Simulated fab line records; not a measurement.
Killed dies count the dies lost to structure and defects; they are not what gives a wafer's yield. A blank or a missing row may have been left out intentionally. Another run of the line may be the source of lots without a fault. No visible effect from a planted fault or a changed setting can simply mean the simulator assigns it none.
Which tool did it? :: flow gf180mcu :: 14 lots, 42 wafers sampled, at 4 steps of a route of 602

== WHAT THE GAUGES READ, wafer by wafer ==
GF_DUAL_GATE_OVL_MEAS_11. Usual: DUAL_GATE_OVL typically reads 0.8 nm, with standard deviation 1.2.
lot: L908
measured: day 9 05:31
on: overlay-01
DUAL_GATE_OVL (nm): 0.1 2.6 2.2
flag: 

lot: L909
measured: day 9 09:03
on: overlay-02
DUAL_GATE_OVL (nm): -0.2 1.5 -0.9
flag: 

lot: L910
measured: day 9 18:43
on: overlay-02
DUAL_GATE_OVL (nm): 0.9 0.7 -0.7
flag: 

lot: L913
measured: day 10 16:40
on: overlay-02
DUAL_GATE_OVL (nm): 1.7 0.8 0.2
flag: 

lot: L914
measured: day 11 00:04
on: overlay-02
DUAL_GATE_OVL (nm): 1.6 -0.9 0.5
flag: 

lot: L915
measured: day 11 06:07
on: overlay-02
DUAL_GATE_OVL (nm): 1.0 1.5 -1.5
flag: 

lot: L916
measured: day 11 09:40
on: overlay-01
DUAL_GATE_OVL (nm): 0.5 2.4 -0.3
flag: 

lot: L917
measured: day 11 16:49
on: overlay-02
DUAL_GATE_OVL (nm): 2.5 1.5 1.7
flag: 

lot: L918
measured: day 12 04:58
on: overlay-01
DUAL_GATE_OVL (nm): 0.9 2.2 1.2
flag: 

lot: L919
measured: day 12 06:13
on: overlay-02
DUAL_GATE_OVL (nm): -1.2 -0.8 -0.3
flag: 

lot: L920
measured: day 12 17:16
on: overlay-02
DUAL_GATE_OVL (nm): -0.5 1.7 0.6
flag: 

lot: L921
measured: day 12 21:01
on: overlay-02
DUAL_GATE_OVL (nm): 3.4 2.2 1.1
flag: 

lot: L922
measured: day 13 06:15
on: overlay-02
DUAL_GATE_OVL (nm): -0.4 0.6 0.1
flag: 

lot: L923
measured: day 13 14:25
on: overlay-02
DUAL_GATE_OVL (nm): 0.2 1.9 -1.0
flag: 

GF_CONTACT_RS_MEAS_25: uses a four-point probe to measure. Usual: CONTACT_W_RS typically reads 0.385 ohm/sq, with standard deviation 0.0061.
lot: L908
measured: day 17 05:38
on: filmMetro-03
CONTACT_W_RS (ohm/sq): 0.397 0.393 0.389
flag: 

lot: L909
measured: day 17 12:19
on: filmMetro-04
CONTACT_W_RS (ohm/sq): 0.378 0.387 0.386
flag: 

lot: L910
measured: day 17 22:24
on: filmMetro-04
CONTACT_W_RS (ohm/sq): 0.381 0.385 0.380
flag: 

lot: L913
measured: day 19 07:22
on: filmMetro-01
CONTACT_W_RS (ohm/sq): 0.385 0.385 0.382
flag: 

lot: L914
measured: day 19 14:10
on: filmMetro-03
CONTACT_W_RS (ohm/sq): 0.380 0.378 0.379
flag: 

lot: L915
measured: day 19 22:40
on: filmMetro-03
CONTACT_W_RS (ohm/sq): 0.383 0.381 0.378
flag: 

lot: L916
measured: day 20 03:28
on: filmMetro-01
CONTACT_W_RS (ohm/sq): 0.393 0.390 0.384
flag: 

lot: L917
measured: day 20 12:36
on: filmMetro-04
CONTACT_W_RS (ohm/sq): 0.384 0.379 0.380
flag: 

lot: L918
measured: day 21 00:58
on: filmMetro-01
CONTACT_W_RS (ohm/sq): 0.387 0.382 0.390
flag: 

lot: L921
measured: day 22 00:23
on: filmMetro-03
CONTACT_W_RS (ohm/sq): 0.375 0.375 0.385
flag: 

lot: L922
measured: day 22 09:55
on: filmMetro-04
CONTACT_W_RS (ohm/sq): 0.391 0.396 0.398
flag: 

lot: L923
measured: day 22 16:29
on: filmMetro-03
CONTACT_W_RS (ohm/sq): 0.389 0.391 0.389
flag: 

== TOOL THAT RAN EACH LOT (tool first, then ch and the chambers of the sampled wafers, then the start) ==
lot: L908
GF_HV_LDD_EXPOSE_43: ilineStepper-01 ch 0, day 12 20:20
GF_CONTACT_SPUTTER_23: pvdSputter-02, day 17 05:29

lot: L909
GF_HV_LDD_EXPOSE_43: ilineStepper-01 ch 0, day 13 02:59
GF_CONTACT_SPUTTER_23: pvdSputter-01, day 17 12:10

lot: L910
GF_HV_LDD_EXPOSE_43: ilineStepper-01 ch 0, day 13 11:32
GF_CONTACT_SPUTTER_23: pvdSputter-01, day 17 22:14

lot: L913
GF_HV_LDD_EXPOSE_43: ilineStepper-02 ch 0, day 14 15:48
GF_CONTACT_SPUTTER_23: pvdSputter-01, day 19 07:11

lot: L914
GF_HV_LDD_EXPOSE_43: ilineStepper-01 ch 0, day 14 23:43
GF_CONTACT_SPUTTER_23: pvdSputter-02, day 19 14:01

lot: L915
GF_HV_LDD_EXPOSE_43: ilineStepper-01 ch 0, day 15 06:37
GF_CONTACT_SPUTTER_23: pvdSputter-01, day 19 22:31

lot: L916
GF_HV_LDD_EXPOSE_43: ilineStepper-02 ch 0, day 15 10:34
GF_CONTACT_SPUTTER_23: pvdSputter-01, day 20 02:59

lot: L917
GF_HV_LDD_EXPOSE_43: ilineStepper-01 ch 0, day 15 18:44
GF_CONTACT_SPUTTER_23: pvdSputter-04, day 20 12:28

lot: L918
GF_HV_LDD_EXPOSE_43: ilineStepper-01 ch 0, day 16 08:03
GF_CONTACT_SPUTTER_23: pvdSputter-04, day 21 00:47

lot: L919
GF_HV_LDD_EXPOSE_43: ilineStepper-01, day 16 14:47
GF_CONTACT_SPUTTER_23: -

lot: L920
GF_HV_LDD_EXPOSE_43: ilineStepper-01, day 17 00:07
GF_CONTACT_SPUTTER_23: -

lot: L921
GF_HV_LDD_EXPOSE_43: ilineStepper-01 ch 0, day 17 06:43
GF_CONTACT_SPUTTER_23: pvdSputter-01, day 22 00:14

lot: L922
GF_HV_LDD_EXPOSE_43: ilineStepper-01 ch 0, day 17 16:48
GF_CONTACT_SPUTTER_23: pvdSputter-01, day 22 09:47

lot: L923
GF_HV_LDD_EXPOSE_43: ilineStepper-02 ch 0, day 17 23:14
GF_CONTACT_SPUTTER_23: pvdSputter-04, day 22 16:22
- GF_HV_LDD_EXPOSE_43: exposes mask Pplus HV AREA, target cd 400 nm.
- GF_CONTACT_SPUTTER_23: material TiN, target thk 10 nm, time 40 s.

== AS READ BY THE TOOLS THEMSELVES (means over the sampled wafers that have a number; for cases with no such wafer, the mark the record gives instead) ==
GF_HV_LDD_EXPOSE_43. Usual: exposureDoseMJCm2 140.03, standard deviation 0.15; focusOffsetNm 0.0 nm, standard deviation 0.49.
lot: L908
tool: ilineStepper-01
exposureDoseMJCm2: 140.01
focusOffsetNm (nm): -0.3
flag: 

lot: L909
tool: ilineStepper-01
exposureDoseMJCm2: 140.02
focusOffsetNm (nm): -0.3
flag: 

lot: L910
tool: ilineStepper-01
exposureDoseMJCm2: 139.97
focusOffsetNm (nm): -0.2
flag: 

lot: L913
tool: ilineStepper-02
exposureDoseMJCm2: 140.13
focusOffsetNm (nm): 0.8
flag: 

lot: L914
tool: ilineStepper-01
exposureDoseMJCm2: 140.11
focusOffsetNm (nm): 0.4
flag: 

lot: L915
tool: ilineStepper-01
exposureDoseMJCm2: 140.09
focusOffsetNm (nm): -0.2
flag: 

lot: L916
tool: ilineStepper-02
exposureDoseMJCm2: 140.18
focusOffsetNm (nm): -0.2
flag: 

lot: L917
tool: ilineStepper-01
exposureDoseMJCm2: 139.94
focusOffsetNm (nm): 0.1
flag: 

lot: L918
tool: ilineStepper-01
exposureDoseMJCm2: 139.89
focusOffsetNm (nm): 0.3
flag: 

lot: L919
tool: ilineStepper-01
exposureDoseMJCm2: -
focusOffsetNm (nm): -
flag: OFF

lot: L920
tool: ilineStepper-01
exposureDoseMJCm2: -
focusOffsetNm (nm): -
flag: OFF

lot: L921
tool: ilineStepper-01
exposureDoseMJCm2: 140.15
focusOffsetNm (nm): 0.5
flag: 

lot: L922
tool: ilineStepper-01
exposureDoseMJCm2: 139.92
focusOffsetNm (nm): 0.3
flag: 

lot: L923
tool: ilineStepper-02
exposureDoseMJCm2: 139.99
focusOffsetNm (nm): 0.1
flag: 

GF_CONTACT_SPUTTER_23. Usual: 29.8 % for throttleValvePct, sd 1.1.
lot: L908
tool: pvdSputter-02
throttleValvePct (%): 28.7
flag: 

lot: L909
tool: pvdSputter-01
throttleValvePct (%): 28.9
flag: 

lot: L910
tool: pvdSputter-01
throttleValvePct (%): 29.8
flag: 

lot: L913
tool: pvdSputter-01
throttleValvePct (%): 30.1
flag: 

lot: L914
tool: pvdSputter-02
throttleValvePct (%): 28.5
flag: 

lot: L915
tool: pvdSputter-01
throttleValvePct (%): 29.7
flag: 

lot: L916
tool: pvdSputter-01
throttleValvePct (%): 29.6
flag: 

lot: L917
tool: pvdSputter-04
throttleValvePct (%): 29.6
flag: 

lot: L918
tool: pvdSputter-04
throttleValvePct (%): 29.7
flag: 

lot: L921
tool: pvdSputter-01
throttleValvePct (%): 29.6
flag: 

lot: L922
tool: pvdSputter-01
throttleValvePct (%): 30.2
flag: 

lot: L923
tool: pvdSputter-04
throttleValvePct (%): 30.4
flag: 

== THE ANSWER, worked out from the rows above alone ==
Rule: lot off if the mean of its wafers having a number is beyond 3 standard deviations from the usual mean. A lot without any number at a reading at which 4 lots or more have one is off too. Any other lot the step has rows for is counted as sound. First the gauges in route order, then the tools' own readings, where a lot's mean is used as printed above. At the first step where some lot is off, the reading lying furthest off is the one used; lots without a number count as furthest.
Off: L919, L920, at GF_HV_LDD_EXPOSE_43 (exposureDoseMJCm2). Without a number there: L919, L920.
A tool fits if, at that step or a process step before it, it ran every lot that is off, and no sound lot after the first of them. None of those tried fits.

== WHAT WAS PUT IN BY THE SIMULATOR ==
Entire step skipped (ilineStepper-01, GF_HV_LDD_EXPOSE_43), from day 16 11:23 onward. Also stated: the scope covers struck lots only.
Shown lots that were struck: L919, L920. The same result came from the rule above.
